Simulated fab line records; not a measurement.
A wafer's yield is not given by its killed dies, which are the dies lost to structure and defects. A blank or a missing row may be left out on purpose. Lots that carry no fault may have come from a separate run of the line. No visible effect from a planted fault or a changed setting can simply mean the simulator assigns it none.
Which tool was responsible? + flow gf180mcu + 39 wafers from 13 lots sampled at 5 of the route's 602 steps

== WHAT THE GAUGES READ, wafer by wafer ==
GF_VT_IMPLANT_TW_MEAS_21.
| lot  | measured     | on            | VT_IMPLANT_2_TW |
|------|--------------|---------------|-----------------|
| L314 | day 6 11:20  | film metro-02 | 1222 1217 1220  |
| L315 | day 6 18:01  | film metro-03 | 1203 1205 1209  |
| L316 | day 7 00:25  | film metro-03 | 1204 1205 1203  |
| L317 | day 7 07:05  | film metro-04 | 1234 1228 1233  |
| L318 | day 7 14:25  | film metro-04 | 1230 1227 1228  |
| L319 | day 7 20:02  | film metro-04 | 1529 1539 1536  |
| L320 | day 8 03:46  | film metro-03 | 1205 1201 1204  |
| L329 | day 10 11:41 | film metro-02 | 1516 1515 1525  |
| L330 | day 10 19:04 | film metro-02 | 1525 1519 1518  |
| L332 | day 11 07:01 | film metro-02 | 1208 1206 1208  |
| L334 | day 11 16:15 | film metro-03 | 1210 1205 1203  |
| L335 | day 11 23:50 | film metro-02 | 1205 1215 1209  |
| L336 | day 12 05:56 | film metro-02 | 1212 1204 1211  |

GF_VT_IMPLANT_RS_MEAS_49: the measuring method here is four-point-probe.
| lot  | measured     | on            | MVPSD_RS (ohm/sq) |
|------|--------------|---------------|-------------------|
| L314 | day 7 18:49  | film metro-04 | 1166 1166 1166    |
| L315 | day 8 02:13  | film metro-04 | 1160 1167 1163    |
| L316 | day 8 09:53  | film metro-04 | 1167 1170 1166    |
| L317 | day 8 16:06  | film metro-01 | 1168 1172 1171    |
| L318 | day 8 23:06  | film metro-01 | 1163 1171 1171    |
| L319 | day 9 05:47  | film metro-01 | 1165 1165 1166    |
| L320 | day 9 13:59  | film metro-01 | 1166 1168 1170    |
| L329 | day 11 23:27 | film metro-01 | 1165 1165 1168    |
| L330 | day 12 06:49 | film metro-03 | 1169 1170 1169    |
| L332 | day 12 18:29 | film metro-01 | 1168 1168 1169    |
| L334 | day 13 04:51 | film metro-03 | 1171 1172 1170    |
| L335 | day 13 13:01 | film metro-01 | 1167 1173 1169    |
| L336 | day 13 19:54 | film metro-01 | 1166 1165 1163    |

== WHICH TOOL RAN EACH LOT (tool, then ch and the chambers of the sampled wafers, then the start) ==
| lot  | GF_STI_ETCH_14                  | GF_VT_IMPLANT_IMPLANT_19        | GF_VT_IMPLANT_STRIP_20               |
|------|---------------------------------|---------------------------------|--------------------------------------|
| L314 | rie si-01 ch 0,1,3, day 2 05:52 | implanter-04 ch 0, day 6 11:05  | plasma asher-04 ch 0, day 6 11:13    |
| L315 | rie si-02 ch 2,3, day 2 11:14   | implanter-03 ch 0, day 6 17:47  | plasma asher-01 ch 0,1, day 6 17:55  |
| L316 | rie si-02 ch 0,2,3, day 2 16:37 | implanter-03 ch 0, day 7 00:10  | plasma asher-04 ch 0,1, day 7 00:19  |
| L317 | rie si-02 ch 0,1, day 2 22:08   | implanter-01 ch 0, day 7 06:50  | plasma asher-04 ch 0,1, day 7 06:58  |
| L318 | rie si-01 ch 0,2,3, day 3 03:16 | implanter-04 ch 0, day 7 14:11  | plasma asher-01 ch 0,1, day 7 14:19  |
| L319 | rie si-02 ch 0,1, day 3 08:35   | implanter-01 ch 0, day 7 19:28  | plasma asher-01 ch 0,1, day 7 19:56  |
| L320 | rie si-02 ch 2,3, day 3 14:53   | implanter-03 ch 0, day 8 03:31  | plasma asher-04 ch 0,1, day 8 03:40  |
| L329 | rie si-01 ch 1,2,3, day 5 12:07 | implanter-03 ch 0, day 10 11:08 | plasma asher-04 ch 0,1, day 10 11:35 |
| L330 | rie si-02 ch 1,3, day 5 17:01   | implanter-03 ch 0, day 10 18:23 | plasma asher-03 ch 0,1, day 10 18:50 |
| L332 | rie si-01 ch 0,2,3, day 6 03:14 | implanter-01 ch 0, day 11 06:46 | plasma asher-03 ch 0,1, day 11 06:55 |
| L334 | rie si-02 ch 0,1,2, day 6 14:13 | implanter-04 ch 0, day 11 16:02 | plasma asher-01 ch 0,1, day 11 16:09 |
| L335 | rie si-01 ch 0,1,3, day 6 19:05 | implanter-04 ch 0, day 11 23:37 | plasma asher-01 ch 0,1, day 11 23:44 |
| L336 | rie si-01 ch 0,2,3, day 7 00:08 | implanter-03 ch 0, day 12 05:41 | plasma asher-03 ch 0,1, day 12 05:49 |
- GF_STI_ETCH_14: etches Si in HBr/Cl2/O2, target depth 360 nm, time 102.9 s.
- GF_VT_IMPLANT_IMPLANT_19
- GF_VT_IMPLANT_STRIP_20: strips in O2/N2.

== AS READ BY THE TOOLS THEMSELVES (means over the sampled wafers that have a number; for cases with no such wafer, the mark the record gives instead) ==
GF_STI_ETCH_14.
| lot  | tool      | chamber pressure mTorr (mTorr) | drypump motor current A (A) | oes product au (a.u.) | throttle valve pct (%) |
|------|-----------|--------------------------------|-----------------------------|-----------------------|------------------------|
| L314 | rie si-01 | 15.001                         | 5.1                         | 0.997                 | 25.661                 |
| L315 | rie si-02 | 14.998                         | 6.3                         | 1.002                 | 25.649                 |
| L316 | rie si-02 | 15.011                         | 6.1                         | 1.003                 | 25.651                 |
| L317 | rie si-02 | 14.987                         | 5.9                         | 1.000                 | 25.657                 |
| L318 | rie si-01 | 15.003                         | 5.5                         | 0.995                 | 25.657                 |
| L319 | rie si-02 | 15.005                         | 5.9                         | 0.998                 | 25.662                 |
| L320 | rie si-02 | 14.999                         | 6.0                         | 1.007                 | 25.649                 |
| L329 | rie si-01 | 14.988                         | 5.6                         | 0.989                 | 25.674                 |
| L330 | rie si-02 | 14.983                         | 6.4                         | 1.002                 | 25.657                 |
| L332 | rie si-01 | 14.997                         | 5.5                         | 0.995                 | 25.657                 |
| L334 | rie si-02 | 14.987                         | 5.8                         | 1.007                 | 25.651                 |
| L335 | rie si-01 | 15.005                         | 5.1                         | 1.004                 | 25.651                 |
| L336 | rie si-01 | 15.003                         | 5.5                         | 0.998                 | 25.657                 |

GF_VT_IMPLANT_STRIP_20.
| lot  | tool            | chamber pressure mTorr (mTorr) | drypump motor current A (A) | heater power w (W) | oes product au (a.u.) | strip time to endpoint s (s) |
|------|-----------------|--------------------------------|-----------------------------|--------------------|-----------------------|------------------------------|
| L314 | plasma asher-04 | 1500.2                         | 5.63                        | 279                | 0.718                 | 12.65                        |
| L315 | plasma asher-01 | 1501.0                         | 5.47                        | 332                | 0.720                 | 12.65                        |
| L316 | plasma asher-04 | 1501.5                         | 5.48                        | 293                | 0.719                 | 12.61                        |
| L317 | plasma asher-04 | 1499.4                         | 5.59                        | 286                | 0.720                 | 12.61                        |
| L318 | plasma asher-01 | 1501.5                         | 5.45                        | 340                | 0.716                 | 12.61                        |
| L319 | plasma asher-01 | 1500.8                         | 5.64                        | 311                | 0.716                 | 12.61                        |
| L320 | plasma asher-04 | 1500.4                         | 5.56                        | 283                | 0.716                 | 12.63                        |
| L329 | plasma asher-04 | 1497.7                         | 5.48                        | 298                | 0.712                 | 12.66                        |
| L330 | plasma asher-03 | 1500.0                         | 5.35                        | 341                | 0.713                 | 12.65                        |
| L332 | plasma asher-03 | 1500.2                         | 5.33                        | 341                | 0.712                 | 12.64                        |
| L334 | plasma asher-01 | 1500.2                         | 5.49                        | 336                | 0.717                 | 12.63                        |
| L335 | plasma asher-01 | 1500.0                         | 5.64                        | 317                | 0.720                 | 12.72                        |
| L336 | plasma asher-03 | 1499.6                         | 5.32                        | 346                | 0.716                 | 12.64                        |

== THE ANSWER, worked out from the rows above alone ==
Rule: usual is defined by the lots themselves. Put in order of their means at a reading, lots are off if they are a third of the lots or fewer, leave a main group of 4 or more, and stand apart from it by a gap of 3 or more times the standard deviation of the main group's means; of several such gaps the widest counts. If all means in a main group match to the digits the tables above print for the reading, that group is not used. Also off: a lot with no number at a reading for which 4 or more lots have one. All remaining lots with rows at the step are treated as sound. First the gauges in route order, then the tools' own readings, where a lot's mean is used as printed above. At the first step where some lot is off, the reading lying furthest off is the one used; lots without a number count as furthest.
Off: at GF_VT_IMPLANT_TW_MEAS_21 (VT_IMPLANT_2_TW), L319, L329, L330. The main group has a mean of 1212 with a standard deviation of 9.8.
A tool fits if, at a process step before that reading, it ran every lot that is off, and no sound lot after the first of them. The gauges at GF_VT_IMPLANT_TW_MEAS_21 are tried like those tools. Not one of the candidates tried fits.

== WHAT HAD BEEN PUT IN BY THE SIMULATOR ==
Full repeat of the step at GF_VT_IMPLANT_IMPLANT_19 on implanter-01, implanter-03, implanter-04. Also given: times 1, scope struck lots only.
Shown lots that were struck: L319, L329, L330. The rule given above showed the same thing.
